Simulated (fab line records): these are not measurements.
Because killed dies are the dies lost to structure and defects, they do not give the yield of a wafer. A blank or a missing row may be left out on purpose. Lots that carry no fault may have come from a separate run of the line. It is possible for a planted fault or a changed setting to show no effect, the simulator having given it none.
Code-filled problem report in 8D (eight disciplines) form -- flow sky130 -- the parts of the form that need people (team, actions taken, sign-off) are left out

== 1. PROBLEM STATEMENT ==
CAPM_TIN_RS at SKY_CAPM_RS_MEAS_03 reads a mean of 14.34 ohm/sq on 1 wafer of 1 lot; wafers without a fault read 6.94 ohm/sq with a standard deviation of 0.076. That is +97 standard deviations from the usual mean.
The step: measures by four-point-probe.
First observed at day 39 05:59: wafer L818.5, on film_metro-03. The record has a number at this step for 30 wafers belonging to 10 lots. The rule behind "out" and "out of limits": a value lying over 4 standard deviations away from the usual mean. Any other wafer with a number is counted as sound.

== 2. WHAT IT IS; WHAT IT IS NOT ==
question,is,is not
which readings at this step,CAPM_TIN_RS,-
which lots,L818,"L812, L815, L819, L825, L829, L830, L831, L832, L834"
which wafers of those lots,L818.5,"L818.3, L818.4"
read on which gauges,film_metro-03,"film_metro-02, film_metro-04"
when,from day 39 05:59,"up to then (8 sound wafers); but 21 sound wafers of L819, L825, L829, L830, L831, L832, L834 came after"

== 3. SUSPECTS, AND WHAT RULES EACH OUT ==
Counting: a tool at a process step up to the reading stays a suspect if it ran every lot that is out. Sound lots after the first of them don't rule it out here, since some wafers of a struck lot are sound.
- the gauge at SKY_CAPM_RS_MEAS_03: ruled out. All the wafers that are out were read on film_metro-03, but those of them that SKY_CAPM_METAL_ETCH_13 has rows for are out there too, on other tools.
- pvd_sputter-02 at SKY_METAL3_SPUTTER_02 (material AlCu, target thk 735 nm, time 39.1 s): kept. It ran the lot that is out, L818 (day 39 05:39); its last sound lot up to then is L812 (day 37 06:59).
- pvd_sputter-03 at SKY_CAPM_SPUTTER_02 (material TiN, target thk 200 nm, time 166.7 s): kept. It ran the lot that is out, L818 (day 39 05:50); its last sound lot up to then is L815 (day 38 09:30).
Left after counting: pvd_sputter-02 at SKY_METAL3_SPUTTER_02, pvd_sputter-03 at SKY_CAPM_SPUTTER_02.

== 4. THE CAUSE (what the simulator had put in) ==
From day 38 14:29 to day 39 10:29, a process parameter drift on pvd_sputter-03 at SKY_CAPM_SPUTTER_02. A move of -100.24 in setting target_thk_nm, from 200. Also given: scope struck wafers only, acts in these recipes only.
Counting leaves 2 suspects; this tool is one of them.

== 5. THE EFFECT CHAIN, in route order ==
Each row: a reading where the mean over the struck wafers with a number is more than 3 standard deviations away from the usual. Readings are gone through only where the record gives a usual standard deviation; hours: the median, over the lots, of the time from a lot's start at the first step in this table giving one to that lot's start at this step; sigmas: the change measured in usual standard deviations.
hours,step,reading,usual,on struck wafers,change,sigmas
0,SKY_CAPM_RS_MEAS_03,CAPM_TIN_RS,6.94 ohm/sq,14.34,+7.40,+97
0,SKY_CAPM_THK_MEAS_04,CAPM_TIN_THK,198.0 nm,98.3,-99.7,-45
25,SKY_CAPM_METAL_ETCH_13,oes_product_au,0.940 a.u.,0.658,-0.282,-39
25,SKY_CAPM_METAL_ETCH_13,throttle_valve_pct,21.901 %,22.079,+0.178,+20
Process steps it contains:
- SKY_CAPM_METAL_ETCH_13: etches TiN in Cl2/BCl3, stops on SiO2, target depth 220 nm, time 62.9 s.

== 6. HOW IT WOULD HAVE BEEN CAUGHT EARLIER ==
Counted from the fault's start at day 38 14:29, it took 16 hours until the first out-of-limits reading at a measuring or inspecting step in this record, taken at day 39 05:59.
An alarm limit of 4 standard deviations would not have fired on the tool readings at SKY_CAPM_SPUTTER_02 for which the record gives a usual standard deviation, since none of them was out on any struck wafer.
By day 39 05:59, every lot that is out (1) had started SKY_CAPM_SPUTTER_02 on pvd_sputter-03. Had the tool been put on hold then, not one of them would have been saved.
